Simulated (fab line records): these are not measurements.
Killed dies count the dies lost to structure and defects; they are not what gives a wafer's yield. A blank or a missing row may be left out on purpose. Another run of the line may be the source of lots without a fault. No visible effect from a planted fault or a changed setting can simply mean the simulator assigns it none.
fab line records    flow gf180mcu    part 1 of 2: steps 1 to 28 of 39
[record] lots = 5  wafers = 15  lastDay = 33
route steps=602 shown LVPWELL@59 MVSD@66 MVPSD@78 VT_IMPLANT@90
lots that met no fault: taken from a fault-free run of the same line
startH: hours from the record's opening day to when the first of the lot's shown wafers began    waitH: time in hours since the lot's previous step    " repeats the value in the row above    L1.1+2: several wafers, shown together as one row    - no value present, or no start provided    * or withheld: withheld    < > ~ a bound
route shown NAME@n: a module of which the file shows steps, and the number in the route of the first    usual: mean/standard deviation taken from wafers without a fault    same: alike in all rows    chamber/n: place in a boat    sites: per-site readings    _std_site: standard deviation across them    _edge_site: inner sites' mean taken away from outer sites' mean    radiusMm: how far each site lies from the wafer's centre    mask NAME#n: copy n    behind: tool/chamber where the wafer was last shaped    hold: reason for holding the lot/hours on hold/outcome of the hold    device: whichever transistor did not switch (one of n, p or np)    end of line: at the end of the route, the tests of the same wafers    a step with no rows: only its recipe    killed: not the wafer's yield, but the dies lost to structure and defects at the first sort    map: a wafer's dies, marking killed ones x, the rest . and places with no die _
set.NAME: the setting as run; set.NAME@STEP: as run at that earlier step    model.NAME: the simulator's own value behind a step, which no gauge read
lots at selected steps of the route; one table per step, one row per wafer
services: a tool's chamber out of use, with start hour (startH, from the record's first day; less than 0 if before it), hours out, and reason
[[steps]]
[step GF_LVPWELL_PEB_05]
[recipe] tempC = 115  timeS = withheld
[usual] heaterPowerTotalW = 69.36/0.12
lot.wafer  tool           chamber  startH  waitH  heaterPowerTotalW
L076.3     lithoTrack-03  0        -       -      69.24
L076.4     "              0        "       "      69.49
L076.5     "              0        "       "      69.35
L086.1     lithoTrack-02  0        -       -      69.28
L086.2     "              0        "       "      69.49
L086.3     "              0        "       "      69.43
L089.3     lithoTrack-04  0        -       -      69.25
L089.4     "              0        "       "      69.22
L089.6     "              0        "       "      69.29
L090.1     lithoTrack-04  0        -       -      69.49
L090.3     "              0        "       "      69.46
L090.4     "              0        "       "      69.51
L094.1     lithoTrack-04  0        -       -      69.45
L094.3     "              0        "       "      69.38
L094.6     "              0        "       "      69.44
[step GF_LVPWELL_DEVELOP_06]
[recipe] wallAngleDeg = 90  developTimeS = 60  devTempC = 23
lot.wafer   tool           chamber  startH  waitH
L076.3+4+5  lithoTrack-03  0        -       -
L086.1+2+3  lithoTrack-02  0        -       -
L089.3+4+6  lithoTrack-04  0        -       -
L090.1+3+4  lithoTrack-04  0        -       -
L094.1+3+6  lithoTrack-04  0        -       -
[step GF_LVPWELL_OVL_MEAS_07]
[usual] LVPWELL_OVL = 0.3/1.3
lot.wafer  tool        chamber  startH  waitH  LVPWELL_OVL[nm]
L076.3     overlay-02  -        82.55   -      0.0
L076.4     "           -        "       "      -0.3
L076.5     "           -        "       "      -1.0
L086.1     overlay-02  -        135.16  -      -0.3
L086.2     "           -        "       "      -1.3
L086.3     "           -        "       "      0.5
L089.3     overlay-01  -        153.39  -      3.1
L089.4     "           -        "       "      1.7
L089.6     "           -        "       "      1.3
L090.1     overlay-01  -        158.07  -      -1.2
L090.3     "           -        "       "      -0.2
L090.4     "           -        "       "      2.1
L094.1     overlay-01  -        180.97  -      -0.9
L094.3     "           -        "       "      -1.2
L094.6     "           -        "       "      0.6
[step GF_LVPWELL_IMPLANT_08]
[recipe] species = B  energyKev = 170  doseCm2 = 1.5e+13  tiltDeg = 0
[usual] endStationPressureTorr = 5.08e-06/2.6e-07
lot.wafer  tool          chamber  startH  waitH  endStationPressureTorr
L076.3     implanter-01  0        82.63   0.1    5.04e-06
L076.4     "             0        "       "      4.65e-06
L076.5     "             0        "       "      4.92e-06
L086.1     implanter-04  0        135.20  0.0    4.88e-06
L086.2     "             0        "       "      5.24e-06
L086.3     "             0        "       "      5.24e-06
L089.3     implanter-03  0        153.46  0.1    4.74e-06
L089.4     "             0        "       "      5.41e-06
L089.6     "             0        "       "      5.06e-06
L090.1     implanter-01  0        158.11  0.0    4.83e-06
L090.3     "             0        "       "      4.99e-06
L090.4     "             0        "       "      4.8e-06
L094.1     implanter-03  0        181.01  0.0    5.07e-06
L094.3     "             0        "       "      5.22e-06
L094.6     "             0        "       "      5.51e-06
[step GF_LVPWELL_IMPLANT_09]
[recipe] species = B  energyKev = 60  doseCm2 = 5e+12  tiltDeg = 0
[usual] endStationPressureTorr = 5.02e-06/2.8e-07
lot.wafer  tool          chamber  startH  waitH  endStationPressureTorr
L076.3     implanter-01  0        82.78   0.1    4.92e-06
L076.4     "             0        "       "      5.03e-06
L076.5     "             0        "       "      5.18e-06
L086.1     implanter-04  0        135.35  0.1    5.52e-06
L086.2     "             0        "       "      5.21e-06
L086.3     "             0        "       "      4.74e-06
L089.3     implanter-03  0        153.61  0.1    5.16e-06
L089.4     "             0        "       "      5.42e-06
L089.6     "             0        "       "      5.01e-06
L090.1     implanter-01  0        158.26  0.1    4.88e-06
L090.3     "             0        "       "      5.09e-06
L090.4     "             0        "       "      4.9e-06
L094.1     implanter-03  0        181.16  0.1    5.01e-06
L094.3     "             0        "       "      5.51e-06
L094.6     "             0        "       "      5.05e-06
[step GF_LVPWELL_STRIP_10]
[recipe] chemistry = O2/N2  powerW = 1400  pressureMtorr = 1500  platenTempC = 250  o2FlowSccm = 3000  n2FlowSccm = 300  overashFraction = 0.5
[usual] drypumpMotorCurrentA = 5.7/0.49  heaterPowerW = 350/43  oesProductAu = 0.723/0.0047  stripTimeToEndpointS = 37.00/0.11
lot.wafer  tool            chamber  startH  waitH  drypumpMotorCurrentA  heaterPowerW  oesProductAu  rfHoursCounterH  stripTimeToEndpointS
L076.3     plasmaAsher-02  0        82.91   0.1    5.1                   309           0.723         -                37.09
L076.4     "               1        "       "      6.3                   331           0.719         -                37.03
L076.5     "               1        "       "      6.3                   333           0.712         -                37.08
L086.1     plasmaAsher-04  0        135.50  0.1    5.4                   411           0.721         2                36.89
L086.2     "               1        "       "      6.2                   357           0.720         2                36.90
L086.3     "               0        "       "      5.4                   411           0.729         -                36.85
L089.3     plasmaAsher-04  1        153.74  0.1    6.2                   353           0.719         -                36.85
L089.4     "               0        "       "      5.4                   419           0.719         -                36.82
L089.6     "               1        "       "      6.2                   339           0.719         -                36.78
L090.1     plasmaAsher-04  0        158.41  0.1    5.4                   429           0.723         4                37.15
L090.3     "               0        "       "      5.4                   409           0.716         -                37.15
L090.4     "               1        "       "      6.2                   353           0.719         -                37.12
L094.1     plasmaAsher-02  1        181.31  0.1    6.3                   342           0.717         39               37.25
L094.3     "               1        "       "      6.3                   342           0.725         -                37.18
L094.6     "               0        "       "      5.1                   303           0.727         -                37.21
[step GF_LVPWELL_TW_MEAS_11]
[usual] LVPWELL_TW = 557/9.4
lot.wafer  tool          chamber  startH  waitH  LVPWELL_TW
L076.3     filmMetro-04  -        83.00   0.1    567
L076.4     "             -        "       "      573
L076.5     "             -        "       "      570
L086.1     filmMetro-02  -        135.60  0.1    547
L086.2     "             -        "       "      545
L086.3     "             -        "       "      547
L089.3     filmMetro-02  -        153.83  0.1    548
L089.4     "             -        "       "      548
L089.6     "             -        "       "      548
L090.1     filmMetro-02  -        158.51  0.1    544
L090.3     "             -        "       "      550
L090.4     "             -        "       "      547
L094.1     filmMetro-01  -        181.41  0.1    554
L094.3     "             -        "       "      555
L094.6     "             -        "       "      558
[step GF_MVSD_DEHYDRATE_00]
[recipe] tempC = 200  timeS = 60
[usual] heaterPowerTotalW = 160.35/0.12
lot.wafer  tool           chamber  startH  waitH  heaterPowerTotalW
L076.3     lithoTrack-01  0        88.84   5.8    160.43
L076.4     "              0        "       "      160.29
L076.5     "              0        "       "      160.39
L086.1     lithoTrack-03  0        143.19  7.6    160.41
L086.2     "              0        "       "      160.33
L086.3     "              0        "       "      160.33
L089.3     lithoTrack-01  0        160.84  7.0    160.17
L089.4     "              0        "       "      160.33
L089.6     "              0        "       "      160.46
L090.1     lithoTrack-01  0        165.59  7.1    160.21
L090.3     "              0        "       "      160.49
L090.4     "              0        "       "      160.16
L094.1     lithoTrack-03  0        188.09  6.7    160.27
L094.3     "              0        "       "      160.19
L094.6     "              0        "       "      160.31
[step GF_MVSD_HMDS_01]
[recipe] primeTimeS = 60  primeTempC = 120
[same] primeTimeS = 60
lot.wafer   tool           chamber  startH  waitH
L076.3+4+5  lithoTrack-01  0        88.99   0.1
L086.1+2+3  lithoTrack-03  0        143.34  0.1
L089.3+4+6  lithoTrack-01  0        160.99  0.1
L090.1+3+4  lithoTrack-01  0        165.74  0.1
L094.1+3+6  lithoTrack-03  0        188.24  0.1
[step GF_MVSD_COAT_02]
[recipe] spinRpm = 2000  resistThkNm = 3000
lot.wafer   tool           chamber  startH  waitH
L076.3+4+5  lithoTrack-01  0        89.14   0.1
L086.1+2+3  lithoTrack-03  0        143.49  0.1
L089.3+4+6  lithoTrack-01  0        161.14  0.1
L090.1+3+4  lithoTrack-01  0        165.89  0.1
L094.1+3+6  lithoTrack-03  0        188.39  0.1
[step GF_MVSD_SOFTBAKE_03]
[recipe] tempC = 110  timeS = withheld
[usual] heaterPowerTotalW = 65.30/0.13
lot.wafer  tool           chamber  startH  waitH  heaterPowerTotalW
L076.3     lithoTrack-01  0        89.30   0.1    65.49
L076.4     "              0        "       "      65.26
L076.5     "              0        "       "      65.47
L086.1     lithoTrack-03  0        143.64  0.1    65.62
L086.2     "              0        "       "      65.31
L086.3     "              0        "       "      65.39
L089.3     lithoTrack-01  0        161.30  0.1    65.23
L089.4     "              0        "       "      65.34
L089.6     "              0        "       "      65.32
L090.1     lithoTrack-01  0        166.04  0.1    65.15
L090.3     "              0        "       "      65.38
L090.4     "              0        "       "      65.35
L094.1     lithoTrack-03  0        188.54  0.1    65.14
L094.3     "              0        "       "      65.48
L094.6     "              0        "       "      65.17
[step GF_MVSD_EXPOSE_04]
[recipe] maskId = MVSD  targetCdNm = 1000  na = 0.6  sourceShape = conventional  sigmaOuter = 0.6  doseMj = 260
[usual] reticleTempC = 22.99/0.1
lot.wafer  tool             chamber  startH  waitH  mask    reticleTempC
L076.3     ilineStepper-02  0        -       -      MVSD#0  22.96
L076.4     "                0        "       "      MVSD#0  22.89
L076.5     "                0        "       "      MVSD#0  22.99
L086.1     ilineStepper-01  0        -       -      MVSD#0  22.88
L086.2     "                0        "       "      MVSD#0  22.85
L086.3     "                0        "       "      MVSD#0  22.96
L089.3     ilineStepper-02  0        -       -      MVSD#0  23.01
L089.4     "                0        "       "      MVSD#0  23.04
L089.6     "                0        "       "      MVSD#0  22.98
L090.1     ilineStepper-02  0        -       -      MVSD#0  23.00
L090.3     "                0        "       "      MVSD#0  23.01
L090.4     "                0        "       "      MVSD#0  23.12
L094.1     ilineStepper-02  0        -       -      MVSD#0  23.02
L094.3     "                0        "       "      MVSD#0  22.86
L094.6     "                0        "       "      MVSD#0  22.92
[step GF_MVSD_PEB_05]
[recipe] tempC = 115  timeS = withheld
[usual] heaterPowerTotalW = 69.33/0.13
lot.wafer  tool           chamber  startH  waitH  heaterPowerTotalW
L076.3     lithoTrack-03  0        -       -      69.15
L076.4     "              0        "       "      69.25
L076.5     "              0        "       "      69.42
L086.1     lithoTrack-01  0        -       -      69.27
L086.2     "              0        "       "      69.15
L086.3     "              0        "       "      69.22
L089.3     lithoTrack-03  0        -       -      69.48
L089.4     "              0        "       "      69.41
L089.6     "              0        "       "      69.30
L090.1     lithoTrack-01  0        -       -      69.12
L090.3     "              0        "       "      69.49
L090.4     "              0        "       "      69.40
L094.1     lithoTrack-03  0        -       -      69.32
L094.3     "              0        "       "      69.45
L094.6     "              0        "       "      69.41
[step GF_MVSD_DEVELOP_06]
[recipe] wallAngleDeg = 90  developTimeS = 60  devTempC = 23
lot.wafer   tool           chamber  startH  waitH
L076.3+4+5  lithoTrack-03  0        -       -
L086.1+2+3  lithoTrack-01  0        -       -
L089.3+4+6  lithoTrack-03  0        -       -
L090.1+3+4  lithoTrack-01  0        -       -
L094.1+3+6  lithoTrack-03  0        -       -
[step GF_MVSD_OVL_MEAS_07]
[usual] MVSD_OVL = 0.0/1.3
lot.wafer  tool        chamber  startH  waitH  MVSD_OVL[nm]
L076.3     overlay-02  -        96.35   -      -0.8
L076.4     "           -        "       "      -1.0
L076.5     "           -        "       "      0.1
L086.1     overlay-02  -        151.39  -      -0.3
L086.2     "           -        "       "      -1.9
L086.3     "           -        "       "      -1.5
L089.3     overlay-02  -        169.15  -      2.8
L089.4     "           -        "       "      1.4
L089.6     "           -        "       "      4.0
L090.1     overlay-01  -        174.14  -      0.5
L090.3     "           -        "       "      -0.4
L090.4     "           -        "       "      -0.4
L094.1     overlay-02  -        196.69  -      -1.2
L094.3     "           -        "       "      -0.1
L094.6     "           -        "       "      -0.4
[step GF_MVSD_IMPLANT_08]
[recipe] species = P  energyKev = 400  doseCm2 = 1.6e+13  tiltDeg = 0
[usual] endStationPressureTorr = 5.06e-06/2.7e-07
lot.wafer  tool          chamber  startH  waitH  endStationPressureTorr
L076.3     implanter-01  0        96.43   0.1    5.17e-06
L076.4     "             0        "       "      5.09e-06
L076.5     "             0        "       "      5.21e-06
L086.1     implanter-02  0        151.42  0.0    5.07e-06
L086.2     "             0        "       "      4.97e-06
L086.3     "             0        "       "      5.01e-06
L089.3     implanter-03  0        169.22  0.1    4.87e-06
L089.4     "             0        "       "      5.28e-06
L089.6     "             0        "       "      5.16e-06
L090.1     implanter-02  0        174.18  0.0    5.06e-06
L090.3     "             0        "       "      5.22e-06
L090.4     "             0        "       "      5.09e-06
L094.1     implanter-02  0        196.72  0.0    5.25e-06
L094.3     "             0        "       "      5.22e-06
L094.6     "             0        "       "      4.74e-06
[step GF_MVSD_IMPLANT_09]
[recipe] species = P  energyKev = 100  doseCm2 = 5e+12  tiltDeg = 0
[usual] endStationPressureTorr = 5.01e-06/2.7e-07
lot.wafer  tool          chamber  startH  waitH  endStationPressureTorr
L076.3     implanter-01  0        96.58   0.1    4.77e-06
L076.4     "             0        "       "      4.91e-06
L076.5     "             0        "       "      4.98e-06
L086.1     implanter-02  0        151.57  0.1    5.48e-06
L086.2     "             0        "       "      4.92e-06
L086.3     "             0        "       "      5.31e-06
L089.3     implanter-03  0        169.37  0.1    5.3e-06
L089.4     "             0        "       "      5.07e-06
L089.6     "             0        "       "      5e-06
L090.1     implanter-02  0        174.33  0.1    4.61e-06
L090.3     "             0        "       "      5.43e-06
L090.4     "             0        "       "      5.34e-06
L094.1     implanter-02  0        196.87  0.1    5.4e-06
L094.3     "             0        "       "      4.99e-06
L094.6     "             0        "       "      5.22e-06
[step GF_MVSD_STRIP_10]
[recipe] chemistry = O2/N2  powerW = 1400  pressureMtorr = 1500  platenTempC = 250  o2FlowSccm = 3000  n2FlowSccm = 300  overashFraction = 0.5
[usual] drypumpMotorCurrentA = 5.6/0.53  heaterPowerW = 347/39  oesProductAu = 0.723/0.0047  stripTimeToEndpointS = 37.00/0.09
lot.wafer  tool            chamber  startH  waitH  drypumpMotorCurrentA  heaterPowerW  oesProductAu  rfHoursCounterH  stripTimeToEndpointS
L076.3     plasmaAsher-02  1        96.71   0.1    6.3                   334           0.731         -                37.04
L076.4     "               0        "       "      5.1                   314           0.725         -                37.05
L076.5     "               1        "       "      6.3                   344           0.720         -                37.09
L086.1     plasmaAsher-02  0        151.72  0.1    5.1                   302           0.729         36               37.08
L086.2     "               1        "       "      6.3                   335           0.725         36               36.97
L086.3     "               0        "       "      5.1                   304           0.721         -                37.08
L089.3     plasmaAsher-04  1        169.51  0.1    6.2                   343           0.721         -                36.86
L089.4     "               0        "       "      5.4                   426           0.720         -                36.88
L089.6     "               1        "       "      6.2                   352           0.721         -                36.99
L090.1     plasmaAsher-04  0        174.48  0.1    5.4                   419           0.727         6                36.95
L090.3     "               0        "       "      5.4                   427           0.722         -                37.08
L090.4     "               1        "       "      6.2                   354           0.716         -                36.85
L094.1     plasmaAsher-04  0        197.02  0.1    5.4                   410           0.726         8                36.92
L094.3     "               1        "       "      6.2                   352           0.722         -                36.91
L094.6     "               1        "       "      6.2                   349           0.728         -                36.98
[step GF_MVSD_TW_MEAS_11]
[usual] MVSD_TW = 1565/21
lot.wafer  tool          chamber  startH  waitH  MVSD_TW
L076.3     filmMetro-01  -        96.85   0.1    1563
L076.4     "             -        "       "      1572
L076.5     "             -        "       "      1567
L086.1     filmMetro-02  -        151.82  0.1    1553
L086.2     "             -        "       "      1544
L086.3     "             -        "       "      1549
L089.3     filmMetro-01  -        169.59  0.1    1568
L089.4     "             -        "       "      1567
L089.6     "             -        "       "      1564
L090.1     filmMetro-04  -        174.58  0.1    1610
L090.3     "             -        "       "      1607
L090.4     "             -        "       "      1607
L094.1     filmMetro-02  -        197.17  0.1    1555
L094.3     "             -        "       "      1545
L094.6     "             -        "       "      1554
[step GF_MVPSD_DEHYDRATE_00]
[recipe] tempC = 200  timeS = 60
[usual] heaterPowerTotalW = 160.36/0.12
lot.wafer  tool           chamber  startH  waitH  heaterPowerTotalW
L076.3     lithoTrack-01  0        103.09  6.2    160.54
L076.4     "              0        "       "      160.18
L076.5     "              0        "       "      160.24
L086.1     lithoTrack-01  0        158.89  7.1    160.44
L086.2     "              0        "       "      160.38
L086.3     "              0        "       "      160.37
L089.3     lithoTrack-03  0        176.64  7.0    160.62
L089.4     "              0        "       "      160.12
L089.6     "              0        "       "      160.18
L090.1     lithoTrack-03  0        181.29  6.7    160.42
L090.3     "              0        "       "      160.36
L090.4     "              0        "       "      160.40
L094.1     lithoTrack-04  0        204.77  7.6    160.21
L094.3     "              0        "       "      160.15
L094.6     "              0        "       "      160.38
[step GF_MVPSD_HMDS_01]
[recipe] primeTimeS = 60  primeTempC = 120
[same] primeTimeS = 60
lot.wafer   tool           chamber  startH  waitH
L076.3+4+5  lithoTrack-01  0        103.24  0.1
L086.1+2+3  lithoTrack-01  0        159.04  0.1
L089.3+4+6  lithoTrack-03  0        176.79  0.1
L090.1+3+4  lithoTrack-03  0        181.44  0.1
L094.1+3+6  lithoTrack-04  0        204.92  0.1
[step GF_MVPSD_COAT_02]
[recipe] spinRpm = 2000  resistThkNm = 3000
lot.wafer   tool           chamber  startH  waitH
L076.3+4+5  lithoTrack-01  0        103.39  0.1
L086.1+2+3  lithoTrack-01  0        159.19  0.1
L089.3+4+6  lithoTrack-03  0        176.94  0.1
L090.1+3+4  lithoTrack-03  0        181.59  0.1
L094.1+3+6  lithoTrack-04  0        205.07  0.1
[step GF_MVPSD_SOFTBAKE_03]
[recipe] tempC = 110  timeS = withheld
[usual] heaterPowerTotalW = 65.30/0.12
lot.wafer  tool           chamber  startH  waitH  heaterPowerTotalW
L076.3     lithoTrack-01  0        103.55  0.1    65.25
L076.4     "              0        "       "      65.13
L076.5     "              0        "       "      65.20
L086.1     lithoTrack-01  0        159.34  0.1    65.28
L086.2     "              0        "       "      65.49
L086.3     "              0        "       "      65.47
L089.3     lithoTrack-03  0        177.10  0.1    65.49
L089.4     "              0        "       "      65.23
L089.6     "              0        "       "      65.25
L090.1     lithoTrack-03  0        181.74  0.1    65.33
L090.3     "              0        "       "      65.46
L090.4     "              0        "       "      65.31
L094.1     lithoTrack-04  0        205.22  0.1    65.18
L094.3     "              0        "       "      65.39
L094.6     "              0        "       "      65.44
[step GF_MVPSD_EXPOSE_04]
[recipe] maskId = MVPSD  targetCdNm = 1000  na = 0.6  sourceShape = conventional  sigmaOuter = 0.6  doseMj = 260
[usual] reticleTempC = 22.99/0.1
lot.wafer  tool             chamber  startH  waitH  mask     reticleTempC
L076.3     ilineStepper-01  0        -       -      MVPSD#0  22.99
L076.4     "                0        "       "      MVPSD#0  23.08
L076.5     "                0        "       "      MVPSD#0  23.02
L086.1     ilineStepper-01  0        -       -      MVPSD#0  22.87
L086.2     "                0        "       "      MVPSD#0  23.06
L086.3     "                0        "       "      MVPSD#0  22.98
L089.3     ilineStepper-01  0        -       -      MVPSD#0  23.09
L089.4     "                0        "       "      MVPSD#0  23.22
L089.6     "                0        "       "      MVPSD#0  23.14
L090.1     ilineStepper-01  0        -       -      MVPSD#0  22.92
L090.3     "                0        "       "      MVPSD#0  23.00
L090.4     "                0        "       "      MVPSD#0  22.98
L094.1     ilineStepper-01  0        -       -      MVPSD#0  23.12
L094.3     "                0        "       "      MVPSD#0  23.09
L094.6     "                0        "       "      MVPSD#0  22.93
[step GF_MVPSD_PEB_05]
[recipe] tempC = 115  timeS = withheld
[usual] heaterPowerTotalW = 69.35/0.13
lot.wafer  tool           chamber  startH  waitH  heaterPowerTotalW
L076.3     lithoTrack-03  0        -       -      69.59
L076.4     "              0        "       "      69.51
L076.5     "              0        "       "      69.28
L086.1     lithoTrack-01  0        -       -      69.24
L086.2     "              0        "       "      69.40
L086.3     "              0        "       "      69.56
L089.3     lithoTrack-03  0        -       -      69.26
L089.4     "              0        "       "      69.27
L089.6     "              0        "       "      69.30
L090.1     lithoTrack-01  0        -       -      69.30
L090.3     "              0        "       "      69.17
L090.4     "              0        "       "      69.17
L094.1     lithoTrack-01  0        -       -      69.39
L094.3     "              0        "       "      69.41
L094.6     "              0        "       "      69.31
[step GF_MVPSD_DEVELOP_06]
[recipe] wallAngleDeg = 90  developTimeS = 60  devTempC = 23
lot.wafer   tool           chamber  startH  waitH
L076.3+4+5  lithoTrack-03  0        -       -
L086.1+2+3  lithoTrack-01  0        -       -
L089.3+4+6  lithoTrack-03  0        -       -
L090.1+3+4  lithoTrack-01  0        -       -
L094.1+3+6  lithoTrack-01  0        -       -
[step GF_MVPSD_OVL_MEAS_07]
[usual] MVPSD_OVL = -0.3/1.3
lot.wafer  tool        chamber  startH  waitH  MVPSD_OVL[nm]
L076.3     overlay-02  -        111.30  -      0.7
L076.4     "           -        "       "      1.5
L076.5     "           -        "       "      0.6
L086.1     overlay-01  -        167.34  -      2.0
L086.2     "           -        "       "      1.0
L086.3     "           -        "       "      1.1
L089.3     overlay-01  -        184.30  -      -0.9
L089.4     "           -        "       "      -1.3
L089.6     "           -        "       "      -1.4
L090.1     overlay-01  -        188.99  -      -0.2
L090.3     "           -        "       "      -0.2
L090.4     "           -        "       "      -0.3
L094.1     overlay-02  -        213.98  -      -0.2
L094.3     "           -        "       "      0.2
L094.6     "           -        "       "      -1.0
[step GF_MVPSD_IMPLANT_08]
[recipe] species = B  energyKev = 170  doseCm2 = 1.5e+13  tiltDeg = 0
[usual] endStationPressureTorr = 5.07e-06/2.7e-07
lot.wafer  tool          chamber  startH  waitH  endStationPressureTorr
L076.3     implanter-02  0        111.37  0.1    4.6e-06
L076.4     "             0        "       "      5.72e-06
L076.5     "             0        "       "      4.55e-06
L086.1     implanter-02  0        167.37  0.0    5e-06
L086.2     "             0        "       "      5.39e-06
L086.3     "             0        "       "      4.74e-06
L089.3     implanter-03  0        184.37  0.1    5e-06
L089.4     "             0        "       "      4.73e-06
L089.6     "             0        "       "      5.06e-06
L090.1     implanter-03  0        189.02  0.0    5.21e-06
L090.3     "             0        "       "      4.65e-06
L090.4     "             0        "       "      4.98e-06
L094.1     implanter-03  0        214.02  0.0    4.66e-06
L094.3     "             0        "       "      5.33e-06
L094.6     "             0        "       "      5.24e-06
